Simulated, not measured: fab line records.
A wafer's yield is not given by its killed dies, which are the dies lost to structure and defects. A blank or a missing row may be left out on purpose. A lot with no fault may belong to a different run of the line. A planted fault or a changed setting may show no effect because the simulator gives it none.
What tool caused it? || flow sky130 || 24 lots, 72 wafers sampled, at 5 steps of a route of 708

WHAT THE GAUGES SHOWED, per wafer
SKY_PWDE_OVL_MEAS_07. Usual: for PWDE_OVL the level is 0.4 nm and the standard deviation is 1.4.
{"lot": "L074", "measured": "day 3 18:08", "on": "overlay-02", "PWDE_OVL (nm)": "0.2 -0.1 2.8", "flag": ""}
{"lot": "L075", "measured": "day 4 00:29", "on": "overlay-01", "PWDE_OVL (nm)": "4.0 2.7 3.0", "flag": ""}
{"lot": "L076", "measured": "day 4 06:55", "on": "overlay-01", "PWDE_OVL (nm)": "-0.9 -0.9 -0.2", "flag": ""}
{"lot": "L077", "measured": "day 4 13:49", "on": "overlay-01", "PWDE_OVL (nm)": "0.6 0.9 0.2", "flag": ""}
{"lot": "L078", "measured": "day 4 20:22", "on": "overlay-01", "PWDE_OVL (nm)": "0.0 -0.2 0.8", "flag": ""}
{"lot": "L079", "measured": "day 4 21:38", "on": "overlay-01", "PWDE_OVL (nm)": "1.5 2.0 3.4", "flag": ""}
{"lot": "L080", "measured": "day 5 01:11", "on": "overlay-01", "PWDE_OVL (nm)": "0.0 -0.6 0.4", "flag": ""}
{"lot": "L081", "measured": "day 5 11:32", "on": "overlay-01", "PWDE_OVL (nm)": "0.6 1.9 0.8", "flag": ""}
{"lot": "L082", "measured": "day 5 19:29", "on": "overlay-01", "PWDE_OVL (nm)": "0.0 -0.2 -0.1", "flag": ""}
{"lot": "L083", "measured": "day 5 21:38", "on": "overlay-02", "PWDE_OVL (nm)": "0.5 2.4 0.4", "flag": ""}
{"lot": "L084", "measured": "day 6 04:53", "on": "overlay-02", "PWDE_OVL (nm)": "1.2 0.1 1.3", "flag": ""}
{"lot": "L085", "measured": "day 6 13:04", "on": "overlay-01", "PWDE_OVL (nm)": "1.1 1.1 0.1", "flag": ""}
{"lot": "L086", "measured": "day 6 17:31", "on": "overlay-02", "PWDE_OVL (nm)": "-0.9 -3.4 -1.9", "flag": ""}
{"lot": "L087", "measured": "day 6 21:37", "on": "overlay-02", "PWDE_OVL (nm)": "2.1 -0.3 0.2", "flag": ""}
{"lot": "L088", "measured": "day 7 01:17", "on": "overlay-02", "PWDE_OVL (nm)": "-0.4 -0.5 1.7", "flag": ""}
{"lot": "L089", "measured": "day 7 09:51", "on": "overlay-02", "PWDE_OVL (nm)": "-0.1 0.6 0.0", "flag": ""}
{"lot": "L090", "measured": "day 7 12:49", "on": "overlay-01", "PWDE_OVL (nm)": "-1.8 -0.6 -2.5", "flag": ""}
{"lot": "L091", "measured": "day 7 20:34", "on": "overlay-02", "PWDE_OVL (nm)": "-1.7 -1.6 -0.8", "flag": ""}
{"lot": "L092", "measured": "day 8 03:53", "on": "overlay-01", "PWDE_OVL (nm)": "0.2 1.4 0.5", "flag": ""}
{"lot": "L093", "measured": "day 8 11:50", "on": "overlay-02", "PWDE_OVL (nm)": "1.9 1.7 2.6", "flag": ""}
{"lot": "L094", "measured": "day 8 13:32", "on": "overlay-01", "PWDE_OVL (nm)": "0.3 0.8 1.5", "flag": ""}
{"lot": "L095", "measured": "day 8 17:49", "on": "overlay-02", "PWDE_OVL (nm)": "0.1 -0.5 -0.6", "flag": ""}
{"lot": "L096", "measured": "day 8 22:35", "on": "overlay-01", "PWDE_OVL (nm)": "2.2 1.0 0.7", "flag": ""}
{"lot": "L097", "measured": "day 9 05:52", "on": "overlay-02", "PWDE_OVL (nm)": "-0.1 -0.6 -1.1", "flag": ""}

SKY_POLY_GATE_THK_MEAS_04. Usual: for POLY_GATE_CVD_03_THK the level is 74.9 nm and the standard deviation is 0.7.
{"lot": "L074", "measured": "day 14 21:39", "on": "film metro-01", "POLY_GATE_CVD_03_THK (nm)": "73.4 73.4 74.0", "flag": ""}
{"lot": "L075", "measured": "day 15 06:22", "on": "film metro-04", "POLY_GATE_CVD_03_THK (nm)": "74.8 75.5 74.6", "flag": ""}
{"lot": "L076", "measured": "day 15 14:53", "on": "film metro-01", "POLY_GATE_CVD_03_THK (nm)": "74.4 75.0 75.1", "flag": ""}
{"lot": "L077", "measured": "day 16 02:00", "on": "film metro-02", "POLY_GATE_CVD_03_THK (nm)": "74.4 74.4 73.8", "flag": ""}
{"lot": "L078", "measured": "day 16 12:19", "on": "film metro-01", "POLY_GATE_CVD_03_THK (nm)": "74.9 74.5 74.8", "flag": ""}
{"lot": "L079", "measured": "day 16 14:44", "on": "film metro-04", "POLY_GATE_CVD_03_THK (nm)": "75.5 75.5 75.1", "flag": ""}
{"lot": "L080", "measured": "day 16 20:43", "on": "film metro-02", "POLY_GATE_CVD_03_THK (nm)": "74.5 74.7 74.0", "flag": ""}
{"lot": "L081", "measured": "day 17 07:16", "on": "film metro-01", "POLY_GATE_CVD_03_THK (nm)": "75.5 75.3 75.4", "flag": ""}
{"lot": "L082", "measured": "day 18 04:17", "on": "film metro-02", "POLY_GATE_CVD_03_THK (nm)": "74.6 74.7 75.3", "flag": ""}
{"lot": "L083", "measured": "day 18 04:18", "on": "film metro-01", "POLY_GATE_CVD_03_THK (nm)": "74.8 74.5 74.3", "flag": ""}
{"lot": "L084", "measured": "day 18 14:13", "on": "film metro-02", "POLY_GATE_CVD_03_THK (nm)": "73.8 73.7 74.1", "flag": ""}
{"lot": "L085", "measured": "day 19 05:33", "on": "film metro-04", "POLY_GATE_CVD_03_THK (nm)": "74.3 74.4 74.7", "flag": ""}
{"lot": "L086", "measured": "day 19 12:47", "on": "film metro-01", "POLY_GATE_CVD_03_THK (nm)": "75.8 75.2 74.9", "flag": ""}
{"lot": "L087", "measured": "day 19 18:13", "on": "film metro-01", "POLY_GATE_CVD_03_THK (nm)": "74.4 74.1 74.1", "flag": ""}
{"lot": "L088", "measured": "day 19 22:02", "on": "film metro-01", "POLY_GATE_CVD_03_THK (nm)": "75.2 75.0 75.3", "flag": ""}
{"lot": "L089", "measured": "day 20 14:28", "on": "film metro-01", "POLY_GATE_CVD_03_THK (nm)": "74.8 75.2 74.6", "flag": ""}
{"lot": "L090", "measured": "day 20 21:07", "on": "film metro-01", "POLY_GATE_CVD_03_THK (nm)": "74.3 73.9 74.1", "flag": ""}
{"lot": "L091", "measured": "day 21 04:55", "on": "film metro-01", "POLY_GATE_CVD_03_THK (nm)": "75.0 75.0 74.3", "flag": ""}
{"lot": "L092", "measured": "day 21 15:20", "on": "film metro-02", "POLY_GATE_CVD_03_THK (nm)": "74.9 74.4 74.5", "flag": ""}
{"lot": "L093", "measured": "day 22 07:14", "on": "film metro-02", "POLY_GATE_CVD_03_THK (nm)": "75.4 76.0 76.0", "flag": ""}
{"lot": "L094", "measured": "day 22 10:14", "on": "film metro-02", "POLY_GATE_CVD_03_THK (nm)": "74.6 74.8 74.7", "flag": ""}
{"lot": "L095", "measured": "day 22 16:08", "on": "film metro-01", "POLY_GATE_CVD_03_THK (nm)": "75.7 75.6 76.1", "flag": ""}
{"lot": "L096", "measured": "day 22 23:50", "on": "film metro-01", "POLY_GATE_CVD_03_THK (nm)": "75.5 75.8 76.1", "flag": ""}
{"lot": "L097", "measured": "day 23 05:45", "on": "film metro-02", "POLY_GATE_CVD_03_THK (nm)": "75.7 75.6 75.7", "flag": ""}

SKY_VIA1_BOW_MEAS_03. Usual: for VIA1_BOW the level is 79 um and the standard deviation is 7.5.
{"lot": "L074", "measured": "day 32 18:02", "on": "film metro-01", "VIA1_BOW (um)": "78 82 88", "flag": ""}
{"lot": "L075", "measured": "day 33 03:24", "on": "film metro-02", "VIA1_BOW (um)": "95 93 81", "flag": ""}
{"lot": "L076", "measured": "day 33 09:09", "on": "film metro-04", "VIA1_BOW (um)": "75 73 75", "flag": ""}
{"lot": "L077", "measured": "day 33 20:11", "on": "film metro-04", "VIA1_BOW (um)": "93 80 83", "flag": ""}
{"lot": "L078", "measured": "day 34 02:38", "on": "film metro-01", "VIA1_BOW (um)": "92 83 90", "flag": ""}
{"lot": "L079", "measured": "day 34 06:35", "on": "film metro-01", "VIA1_BOW (um)": "75 82 79", "flag": ""}
{"lot": "L080", "measured": "day 34 12:49", "on": "film metro-01", "VIA1_BOW (um)": "58 78 77", "flag": ""}
{"lot": "L081", "measured": "day 35 01:54", "on": "film metro-01", "VIA1_BOW (um)": "89 83 80", "flag": ""}
{"lot": "L082", "measured": "day 35 20:02", "on": "film metro-04", "VIA1_BOW (um)": "79 78 80", "flag": ""}
{"lot": "L083", "measured": "day 35 17:44", "on": "film metro-02", "VIA1_BOW (um)": "88 88 88", "flag": ""}
{"lot": "L084", "measured": "day 36 04:13", "on": "film metro-02", "VIA1_BOW (um)": "68 72 67", "flag": ""}
{"lot": "L085", "measured": "day 36 18:11", "on": "film metro-04", "VIA1_BOW (um)": "77 69 85", "flag": ""}
{"lot": "L086", "measured": "day 37 00:04", "on": "film metro-02", "VIA1_BOW (um)": "69 69 70", "flag": ""}
{"lot": "L087", "measured": "day 37 02:19", "on": "film metro-01", "VIA1_BOW (um)": "82 88 88", "flag": ""}
{"lot": "L088", "measured": "day 37 05:11", "on": "film metro-02", "VIA1_BOW (um)": "87 80 85", "flag": ""}
{"lot": "L089", "measured": "day 37 21:11", "on": "film metro-01", "VIA1_BOW (um)": "88 84 75", "flag": ""}
{"lot": "L090", "measured": "day 37 22:54", "on": "film metro-01", "VIA1_BOW (um)": "77 89 85", "flag": ""}
{"lot": "L091", "measured": "day 38 10:18", "on": "film metro-02", "VIA1_BOW (um)": "89 84 83", "flag": ""}
{"lot": "L092", "measured": "day 38 17:28", "on": "film metro-02", "VIA1_BOW (um)": "76 76 73", "flag": ""}
{"lot": "L093", "measured": "day 39 10:30", "on": "film metro-04", "VIA1_BOW (um)": "81 74 89", "flag": ""}
{"lot": "L094", "measured": "day 39 12:04", "on": "film metro-02", "VIA1_BOW (um)": "85 76 77", "flag": ""}
{"lot": "L095", "measured": "day 39 15:14", "on": "film metro-01", "VIA1_BOW (um)": "82 75 83", "flag": ""}
{"lot": "L096", "measured": "day 39 19:25", "on": "film metro-02", "VIA1_BOW (um)": "70 77 68", "flag": ""}
{"lot": "L097", "measured": "day 39 22:54", "on": "film metro-04", "VIA1_BOW (um)": "77 78 76", "flag": ""}

SKY_VIA3_OVL_MEAS_13. Usual: for VIA3_OVL the level is -1 nm and the standard deviation is 5.5.
{"lot": "L074", "measured": "day 39 15:31", "on": "overlay-02", "VIA3_OVL (nm)": "-3 0 -9", "flag": ""}
{"lot": "L075", "measured": "day 40 00:19", "on": "overlay-02", "VIA3_OVL (nm)": "-1 1 0", "flag": ""}
{"lot": "L076", "measured": "day 40 06:56", "on": "overlay-02", "VIA3_OVL (nm)": "-5 -9 -13", "flag": ""}
{"lot": "L077", "measured": "day 40 14:49", "on": "overlay-01", "VIA3_OVL (nm)": "7 0 2", "flag": ""}
{"lot": "L078", "measured": "day 40 21:20", "on": "overlay-01", "VIA3_OVL (nm)": "-9 -14 -7", "flag": ""}
{"lot": "L079", "measured": "day 41 01:05", "on": "overlay-02", "VIA3_OVL (nm)": "-2 -3 -2", "flag": ""}
{"lot": "L080", "measured": "day 41 05:08", "on": "overlay-02", "VIA3_OVL (nm)": "1 1 -2", "flag": ""}
{"lot": "L081", "measured": "day 41 17:46", "on": "overlay-02", "VIA3_OVL (nm)": "0 7 -2", "flag": ""}
{"lot": "L082", "measured": "day 42 09:41", "on": "overlay-01", "VIA3_OVL (nm)": "3 6 0", "flag": ""}
{"lot": "L083", "measured": "day 42 08:44", "on": "overlay-02", "VIA3_OVL (nm)": "14 4 6", "flag": ""}
{"lot": "L084", "measured": "day 42 17:19", "on": "overlay-02", "VIA3_OVL (nm)": "-3 -7 -11", "flag": ""}
{"lot": "L085", "measured": "day 43 07:19", "on": "overlay-02", "VIA3_OVL (nm)": "0 -3 -7", "flag": ""}
{"lot": "L086", "measured": "day 43 11:01", "on": "overlay-02", "VIA3_OVL (nm)": "-3 -6 0", "flag": ""}
{"lot": "L087", "measured": "day 43 14:13", "on": "overlay-02", "VIA3_OVL (nm)": "-6 -3 -8", "flag": ""}
{"lot": "L088", "measured": "day 43 15:11", "on": "overlay-02", "VIA3_OVL (nm)": "-8 -13 -2", "flag": ""}
{"lot": "L089", "measured": "day 44 06:51", "on": "overlay-02", "VIA3_OVL (nm)": "7 6 3", "flag": ""}
{"lot": "L090", "measured": "day 44 07:29", "on": "overlay-02", "VIA3_OVL (nm)": "5 7 2", "flag": ""}
{"lot": "L091", "measured": "day 44 16:40", "on": "overlay-01", "VIA3_OVL (nm)": "5 1 2", "flag": ""}
{"lot": "L092", "measured": "day 44 20:36", "on": "overlay-01", "VIA3_OVL (nm)": "-5 -6 -6", "flag": ""}
{"lot": "L093", "measured": "day 45 14:40", "on": "overlay-02", "VIA3_OVL (nm)": "0 1 -2", "flag": ""}
{"lot": "L094", "measured": "day 45 14:47", "on": "overlay-01", "VIA3_OVL (nm)": "0 -3 -1", "flag": ""}
{"lot": "L095", "measured": "day 45 19:08", "on": "overlay-02", "VIA3_OVL (nm)": "7 0 7", "flag": ""}
{"lot": "L096", "measured": "day 45 20:11", "on": "overlay-01", "VIA3_OVL (nm)": "1 -5 -2", "flag": ""}
{"lot": "L097", "measured": "day 45 22:55", "on": "overlay-02", "VIA3_OVL (nm)": "0 -7 -3", "flag": ""}

TOOL THAT RAN EACH LOT (tool first, then ch and the chambers of the sampled wafers, then the start)
{"lot": "L074", "SKY_LI_CONTACT_CVD_21": "cvd w-02 ch 0,1, day 29 00:26"}
{"lot": "L075", "SKY_LI_CONTACT_CVD_21": "cvd w-02 ch 0,1, day 29 06:57"}
{"lot": "L076", "SKY_LI_CONTACT_CVD_21": "cvd w-02 ch 0,1, day 29 15:23"}
{"lot": "L077", "SKY_LI_CONTACT_CVD_21": "cvd w-02 ch 0, day 30 03:20"}
{"lot": "L078", "SKY_LI_CONTACT_CVD_21": "cvd w-01 ch 0,1, day 30 09:19"}
{"lot": "L079", "SKY_LI_CONTACT_CVD_21": "cvd w-01 ch 0,1, day 30 13:16"}
{"lot": "L080", "SKY_LI_CONTACT_CVD_21": "cvd w-02 ch 0,1, day 30 21:23"}
{"lot": "L081", "SKY_LI_CONTACT_CVD_21": "cvd w-01 ch 1, day 31 09:37"}
{"lot": "L082", "SKY_LI_CONTACT_CVD_21": "cvd w-01 ch 0,1, day 32 02:58"}
{"lot": "L083", "SKY_LI_CONTACT_CVD_21": "cvd w-02 ch 0,1, day 32 02:12"}
{"lot": "L084", "SKY_LI_CONTACT_CVD_21": "cvd w-02 ch 0, day 32 12:28"}
{"lot": "L085", "SKY_LI_CONTACT_CVD_21": "cvd w-01 ch 0,1, day 33 03:18"}
{"lot": "L086", "SKY_LI_CONTACT_CVD_21": "cvd w-02 ch 0,1, day 33 06:12"}
{"lot": "L087", "SKY_LI_CONTACT_CVD_21": "cvd w-02 ch 0,1, day 33 10:50"}
{"lot": "L088", "SKY_LI_CONTACT_CVD_21": "cvd w-01 ch 0,1, day 33 13:48"}
{"lot": "L089", "SKY_LI_CONTACT_CVD_21": "cvd w-02 ch 0,1, day 34 06:31"}
{"lot": "L090", "SKY_LI_CONTACT_CVD_21": "cvd w-01 ch 0,1, day 34 10:28"}
{"lot": "L091", "SKY_LI_CONTACT_CVD_21": "cvd w-02 ch 0,1, day 34 21:32"}
{"lot": "L092", "SKY_LI_CONTACT_CVD_21": "cvd w-01 ch 0,1, day 35 05:53"}
{"lot": "L093", "SKY_LI_CONTACT_CVD_21": "cvd w-01 ch 0,1, day 35 23:18"}
{"lot": "L094", "SKY_LI_CONTACT_CVD_21": "cvd w-01 ch 0,1, day 36 01:14"}
{"lot": "L095", "SKY_LI_CONTACT_CVD_21": "cvd w-01 ch 0,1, day 36 06:06"}
{"lot": "L096", "SKY_LI_CONTACT_CVD_21": "cvd w-01 ch 0,1, day 36 10:05"}
{"lot": "L097", "SKY_LI_CONTACT_CVD_21": "cvd w-02 ch 0,1, day 36 12:57"}
- SKY_LI_CONTACT_CVD_21: deposits W, target thk 400 nm, time 120.56 s.

AS READ BY THE TOOLS THEMSELVES (means over the sampled wafers that have a number; for cases with no such wafer, the mark the record gives instead)
SKY_LI_CONTACT_CVD_21. Usual: chamber pressure Torr 39.99 Torr, standard deviation 0.087; heater power w 847 W, standard deviation 37.
{"lot": "L074", "tool": "cvd w-02", "chamber pressure Torr (Torr)": 40.05, "heater power w (W)": 839, "flag": ""}
{"lot": "L075", "tool": "cvd w-02", "chamber pressure Torr (Torr)": 40.02, "heater power w (W)": 837, "flag": ""}
{"lot": "L076", "tool": "cvd w-02", "chamber pressure Torr (Torr)": 40.11, "heater power w (W)": 851, "flag": ""}
{"lot": "L077", "tool": "cvd w-02", "chamber pressure Torr (Torr)": 39.92, "heater power w (W)": 863, "flag": ""}
{"lot": "L078", "tool": "cvd w-01", "chamber pressure Torr (Torr)": 40.00, "heater power w (W)": 856, "flag": ""}
{"lot": "L079", "tool": "cvd w-01", "chamber pressure Torr (Torr)": 39.89, "heater power w (W)": 864, "flag": ""}
{"lot": "L080", "tool": "cvd w-02", "chamber pressure Torr (Torr)": 39.97, "heater power w (W)": 844, "flag": ""}
{"lot": "L081", "tool": "cvd w-01", "chamber pressure Torr (Torr)": 39.94, "heater power w (W)": 792, "flag": ""}
{"lot": "L082", "tool": "cvd w-01", "chamber pressure Torr (Torr)": 40.00, "heater power w (W)": 862, "flag": ""}
{"lot": "L083", "tool": "cvd w-02", "chamber pressure Torr (Torr)": 39.93, "heater power w (W)": 843, "flag": ""}
{"lot": "L084", "tool": "cvd w-02", "chamber pressure Torr (Torr)": 40.00, "heater power w (W)": 870, "flag": ""}
{"lot": "L085", "tool": "cvd w-01", "chamber pressure Torr (Torr)": 39.99, "heater power w (W)": 856, "flag": ""}
{"lot": "L086", "tool": "cvd w-02", "chamber pressure Torr (Torr)": 39.99, "heater power w (W)": 854, "flag": ""}
{"lot": "L087", "tool": "cvd w-02", "chamber pressure Torr (Torr)": 39.98, "heater power w (W)": 866, "flag": ""}
{"lot": "L088", "tool": "cvd w-01", "chamber pressure Torr (Torr)": 39.91, "heater power w (W)": 815, "flag": ""}
{"lot": "L089", "tool": "cvd w-02", "chamber pressure Torr (Torr)": 39.97, "heater power w (W)": 856, "flag": ""}
{"lot": "L090", "tool": "cvd w-01", "chamber pressure Torr (Torr)": 39.96, "heater power w (W)": 853, "flag": ""}
{"lot": "L091", "tool": "cvd w-02", "chamber pressure Torr (Torr)": 39.99, "heater power w (W)": 845, "flag": ""}
{"lot": "L092", "tool": "cvd w-01", "chamber pressure Torr (Torr)": 40.04, "heater power w (W)": 820, "flag": ""}
{"lot": "L093", "tool": "cvd w-01", "chamber pressure Torr (Torr)": 40.15, "heater power w (W)": 826, "flag": ""}
{"lot": "L094", "tool": "cvd w-01", "chamber pressure Torr (Torr)": 40.09, "heater power w (W)": 851, "flag": ""}
{"lot": "L095", "tool": "cvd w-01", "chamber pressure Torr (Torr)": 40.01, "heater power w (W)": 839, "flag": ""}
{"lot": "L096", "tool": "cvd w-01", "chamber pressure Torr (Torr)": 39.90, "heater power w (W)": 842, "flag": ""}
{"lot": "L097", "tool": "cvd w-02", "chamber pressure Torr (Torr)": 39.92, "heater power w (W)": 836, "flag": ""}

THE ANSWER, worked out from the rows above alone
Rule: a lot is off if the mean of its wafers that have a number lies more than 3 standard deviations from the usual mean. A lot without any number at a reading at which 4 lots or more have one is off too. The other lots that the step has rows for count as sound. First the gauges in route order, then the tools' own readings, where a lot's mean is used as printed above. The first step at which some lot is off is used, and at that step the reading that is off furthest; a lot without a number counts as furthest.
Nothing can be told from this: no lot is off at any reading shown.

WHAT WAS PUT IN BY THE SIMULATOR
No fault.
